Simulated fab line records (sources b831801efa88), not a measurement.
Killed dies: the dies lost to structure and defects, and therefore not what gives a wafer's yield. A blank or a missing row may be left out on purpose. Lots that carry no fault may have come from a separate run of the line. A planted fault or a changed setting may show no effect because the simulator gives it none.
Which of the tools did it? -- flow gf180mcu -- 6 lots, 18 wafers sampled, at 1 step of a route of 602

## WHAT EACH GAUGE READ, for each wafer
GF_VT_IMPLANT_TW_MEAS_21.
lot,measured,on,VT_IMPLANT_2_TW
L407,day 6 15:07,film metro-02,1224 1227 1221
L418,day 9 10:47,film metro-02,1206 1210 1211
L420,day 10 00:47,film metro-02,1213 1209 1221
L424,day 11 00:33,film metro-04,1226 1229 1234
L426,day 11 12:29,film metro-04,1240 1243 1236
L428,day 12 00:41,film metro-04,1248 1233 1229

## WHICH TOOL RAN EACH LOT (tool, then ch and the chambers of the sampled wafers, then the start)
There is no process step in the record ahead of these readings.

## THE ANSWER, worked out from the rows above alone
Rule: what is usual is taken from the lots themselves. Put in order of their means at a reading, lots are off if they are a third of the lots or fewer, leave a main group of 4 or more, and stand apart from it by a gap of 3 or more times the standard deviation of the main group's means; of several such gaps the widest counts. If all means in a main group match to the digits the tables above print for the reading, that group is not used. Also off: a lot with no number at a reading for which 4 or more lots have one. The other lots that the step has rows for count as sound.
Across all readings shown, no lot is off: no conclusion can be drawn from this.

## WHAT THE SIMULATOR PUT IN
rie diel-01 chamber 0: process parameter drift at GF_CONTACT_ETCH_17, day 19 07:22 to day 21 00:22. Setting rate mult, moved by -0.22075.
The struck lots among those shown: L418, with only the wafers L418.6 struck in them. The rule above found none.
